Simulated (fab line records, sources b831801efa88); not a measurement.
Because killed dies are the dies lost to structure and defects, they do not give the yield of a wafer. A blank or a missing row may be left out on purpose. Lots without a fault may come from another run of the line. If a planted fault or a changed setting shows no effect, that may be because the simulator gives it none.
Struck lot and sound lot, side by side	flow gf180mcu	43 steps out of a route of 602
Sound: these wafers, L421.1, L421.2, L421.6. Struck: wafers L430.1, L430.4, L430.5. At the end, the cause is stated.
Each step with rows lists, per side, the tool, then ch with its chambers, then its first start. Under that, the readings that differ: sound wafers	struck wafers	difference of the means	sigmas: that difference in standard deviations of wafers without a fault.
alike: readings whose means differ by less than 2 such deviations, and words and numbers that are the same on both sides. not compared: withheld readings, readings that some wafer has no value for, bounds like >300 that may hide the same value, and numbers for which the record gives no deviation and whose values overlap.
The two part at a step that has a row with sigmas, a row that says differs or no value, or rows on one side only. Non-overlapping numbers with no deviation appear without sigmas and do not part them. A reading that every wafer of one side lacks parts them only if that side has two wafers or more.

first, 1 step without rows for these wafers: GF_STI_OXIDATION_01 (stabilise 600 s, purge 300 s, target thk 10 nm).
GF_STI_THK_MEAS_02:
  sound on film-metro-02, day 1 12:09; struck on film-metro-01, day 3 10:23
  alike: STI_OXIDATION_THK
then, 1 step without rows for these wafers: GF_STI_CVD_03 (deposits Si3N4 from DCS/NH3, target thk 207.16 nm, time 3551 s).
GF_STI_THK_MEAS_04:
  sound on film-metro-01, day 1 14:12; struck on film-metro-02, day 3 12:26
  alike: STI_CVD_03_THK
then, 7 steps without rows for these wafers: GF_STI_DEHYDRATE_05 (time 60 s); GF_STI_HMDS_06 (prime time 60 s); GF_STI_COAT_07 (resist thk 700 nm); GF_STI_SOFTBAKE_08 (time 60 s); GF_STI_EXPOSE_09 (exposes mask COMP, target cd 220 nm); GF_STI_PEB_10 (peb time 90 s); GF_STI_DEVELOP_11 (develop time 60 s).
GF_STI_CD_MEAS_12: the cd target is 220 nm.
  sound on cd-sem-01, day 2 01:29; struck on cd-sem-01, day 4 01:44
  alike: cd-nm
GF_STI_ETCH_13: etches the open film in CHF3/O2, stops on Si, target depth 282.31 nm, time 112.9 s.
  sound on rie-diel-04 ch 0,1,3, day 2 01:37; struck on rie-diel-03 ch 1,3, day 4 01:52
  alike: chamber-pressure-mTorr, drypump-motor-current-A, oes-product-au, throttle-valve-pct
  not compared: rf-hours-counter-h
GF_STI_ETCH_14: etches Si in HBr/Cl2/O2, target depth 360 nm, time 102.9 s.
  sound on rie-si-01 ch 0,1,3, day 2 01:41; struck on rie-si-01 ch 2,3, day 4 01:56
  alike: chamber-pressure-mTorr, drypump-motor-current-A, oes-product-au, throttle-valve-pct
  not compared: rf-hours-counter-h
GF_STI_STRIP_15: strips in O2/N2.
  sound on plasma-asher-03 ch 0,1, day 2 01:46; struck on plasma-asher-01 ch 0,1, day 4 02:01
  alike: chamber-pressure-mTorr, drypump-motor-current-A, heater-power-w, oes-product-au, strip-time-to-endpoint-s
  not compared: rf-hours-counter-h
then, 6 steps without rows for these wafers: GF_STI_CLEAN_16 (cleans in dHF, time 25 s); GF_STI_WET_ETCH_17 (etches Si3N4 in H3PO4, target depth 45 nm, time 514 s); GF_STI_CLEAN_18 (cleans in SC1/SC2, time 154.2 s); GF_STI_CLEAN_19 (cleans in dHF, time 20 s); GF_STI_WET_ETCH_20 (etches SiO2 in dHF, target depth 20 nm, time 400 s); GF_STI_OXIDATION_21 (stabilise 600 s, purge 300 s, target thk 15 nm).
GF_STI_THK_MEAS_22:
  sound on film-metro-01, day 2 03:39; struck on film-metro-01, day 4 03:37
  alike: STI_OXIDATION_01_THK
then, 1 step without rows for these wafers: GF_STI_CVD_23 (deposits SiO2, target thk 650 nm, time 108.3 s).
GF_STI_THK_MEAS_24:
  sound on film-metro-02, day 2 03:47; struck on film-metro-02, day 4 03:46
  alike: STI_CVD_23_THK
GF_STI_CMP_25: polishes, stops on Si3N4, t overpolish 33 s, target thk 524.6 nm.
  sound on cmp-01 ch 1,3, day 2 03:53; struck on cmp-01 ch 1,3, day 4 03:49
  alike: motor-current-A, overpolish-run-s, time-to-endpoint-s
then, 4 steps without rows for these wafers: GF_STI_WET_ETCH_26 (etches SiO2 in dHF, target depth 94 nm, time 188 s); GF_STI_WET_ETCH_27 (etches Si3N4 in H3PO4, target depth 160 nm, time 1825 s); GF_STI_WET_ETCH_28 (etches SiO2 in dHF, target depth 20 nm, time 40 s); GF_STI_OXIDATION_29 (stabilise 600 s, purge 300 s, target thk 10 nm).
GF_STI_THK_MEAS_30:
  sound on film-metro-02, day 2 06:08; struck on film-metro-02, day 4 06:10
  alike: STI_OXIDATION_02_THK
then, 8 steps without rows for these wafers: GF_DNWELL_DEHYDRATE_00 (time 60 s); GF_DNWELL_HMDS_01 (prime time 60 s); GF_DNWELL_COAT_02 (resist thk 3000 nm); GF_DNWELL_SOFTBAKE_03; GF_DNWELL_EXPOSE_04 (exposes mask DNWELL, target cd 1700 nm); GF_DNWELL_PEB_05; GF_DNWELL_DEVELOP_06 (develop time 60 s); GF_DNWELL_IMPLANT_07.
GF_DNWELL_STRIP_08: strips in O2/N2.
  sound on plasma-asher-01 ch 0,1, day 2 18:49; struck on plasma-asher-02 ch 0,1, day 4 19:18
  alike: chamber-pressure-mTorr, drypump-motor-current-A, heater-power-w, oes-product-au, strip-time-to-endpoint-s
  not compared: rf-hours-counter-h
GF_DNWELL_TW_MEAS_09:
  sound on film-metro-04, day 2 18:55; struck on film-metro-01, day 4 19:24
  alike: DNWELL_TW
then, 2 steps without rows for these wafers: GF_NWELL_DEHYDRATE_00 (time 60 s); GF_NWELL_HMDS_01 (prime time 60 s).
-- the record jumps here: 27 days lie between the struck wafers' starts before and after (it left off in module NWELL and takes up again in module PASSIVATION, whose first step shown is number 602 of the route) --
GF_PASSIVATION_PROBE_99:
  record: rows for the struck wafers here (prober-01, day 31 20:28), none for the sound ones

WHERE THEY PART
Only at GF_PASSIVATION_PROBE_99, within this record.

WHY: the cause the simulator had injected
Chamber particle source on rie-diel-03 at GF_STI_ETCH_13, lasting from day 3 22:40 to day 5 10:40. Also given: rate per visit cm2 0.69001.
